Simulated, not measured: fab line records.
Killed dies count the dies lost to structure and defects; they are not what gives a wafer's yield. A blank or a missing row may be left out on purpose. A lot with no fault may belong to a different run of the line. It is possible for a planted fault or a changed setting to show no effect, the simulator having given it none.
8D (eight disciplines) problem report, filled in by code || flow sky130 || the parts of the form that need people (team, actions taken, sign-off) are left out

== 1. WHAT IS WRONG ==
VIA1_HDPCVD_THK at SKY_VIA1_THK_MEAS_01 reads a mean of 872 nm on 3 wafers of 2 lots; wafers without a fault read 1026 nm with a standard deviation of 11. That is -14 standard deviations from the usual mean.
Earliest sighting: wafer L218.3 on film metro-01 at day 37 16:57. At this step, 36 wafers from 12 lots have a number in the record. Rule for "out" (also "out of limits"): further than 4 standard deviations from the usual mean. The other wafers with a number count as sound.

== 2. WHAT IT IS; WHAT IT IS NOT ==
{"question": "which readings at this step", "is": "VIA1_HDPCVD_THK", "is not": "-"}
{"question": "which lots", "is": "L218, L220", "is not": "L206, L209, L210, L212, L213, L215, L216, L226, L227, L228"}
{"question": "which wafers of those lots", "is": "L218.3, L218.5, L220.3", "is not": "L218.1, L220.1, L220.5"}
{"question": "read on which gauges", "is": "film metro-01", "is not": "film metro-02, film metro-03"}
{"question": "when", "is": "from day 37 16:57", "is not": "up to then (22 sound wafers); but 11 sound wafers of L220, L226, L227, L228 came after"}

== 3. THE SUSPECTS, EACH WITH WHAT RULES IT OUT ==
Counting: any tool at a process step up to the reading remains a suspect provided it ran every lot that is out. Sound lots after the first of them don't rule it out here, since some wafers of a struck lot are sound.
- the gauge at SKY_VIA1_THK_MEAS_01 has been ruled out. All the wafers that are out were read on film metro-01, but those of them that SKY_VIA1_HDPCVD_00 has rows for are out there too, on other tools.
- rie diel-02 at SKY_CONTACT_ETCH_17 (etches SiO2 in C4F8/O2/Ar, stops on Si3N4, target depth 340 nm): kept. Every lot that is out went through it, the first being L218 (day 36 12:37); the last sound lot it ran before that was L215 (day 34 16:28).
- hdpcvd-02 at SKY_VIA1_HDPCVD_00 (deposits SiO2, target thk 1030 nm, time 171.7 s): kept. Every lot that is out went through it, the first being L218 (day 37 16:50); the last sound lot it ran before that was L216 (day 36 06:03). Its own readings are out on those wafers: sih4 flow sccm.
- hdpcvd-02, SKY_VIA1_HDPCVD_00: wafers that are out in chamber 0, sound lot-mates in chambers 1, 2.
Remaining after the count are rie diel-02 at SKY_CONTACT_ETCH_17 and hdpcvd-02 at SKY_VIA1_HDPCVD_00.

== 4. THE CAUSE (what the simulator had put in) ==
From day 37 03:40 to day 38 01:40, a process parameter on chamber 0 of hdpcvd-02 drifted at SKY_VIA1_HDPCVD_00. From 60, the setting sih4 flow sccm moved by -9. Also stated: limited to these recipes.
Counting leaves 2 suspects; this tool is one of them.

== 5. THE CHAIN OF EFFECTS, in route order ==
One row per reading whose mean, taken over the struck wafers that have a number, lies over 3 standard deviations from the usual. Only readings whose record carries a usual standard deviation are examined. hours: median over the lots of the time between each lot's start at the first step of this table that gives one and its start at this step. sigmas: the change, counted in usual standard deviations.
{"hours": 0, "step": "SKY_VIA1_HDPCVD_00", "reading": "sih4 flow sccm", "usual": "60.01 sccm", "on struck wafers": 50.95, "change": -9.06, "sigmas": -53}
{"hours": 0, "step": "SKY_VIA1_THK_MEAS_01", "reading": "VIA1_HDPCVD_THK", "usual": "1026 nm", "on struck wafers": 872, "change": -154, "sigmas": -14}
Its process steps:
- SKY_VIA1_HDPCVD_00: deposits SiO2, target thk 1030 nm, time 171.7 s.

== 6. HOW IT WOULD HAVE BEEN CAUGHT EARLIER ==
The first out-of-limits reading at a measuring or inspecting step in this record came at day 37 16:57, 13 hours after the fault's start at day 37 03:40.
At SKY_VIA1_HDPCVD_00, the tool's own readings (sih4 flow sccm) were out on each struck wafer the step has a row for, so an alarm limit on them would have fired on the first such wafer.
L220, from the lots that are out (2), started SKY_VIA1_HDPCVD_00 on hdpcvd-02 later than day 37 16:57. A tool hold placed at that time would have kept it from harm.
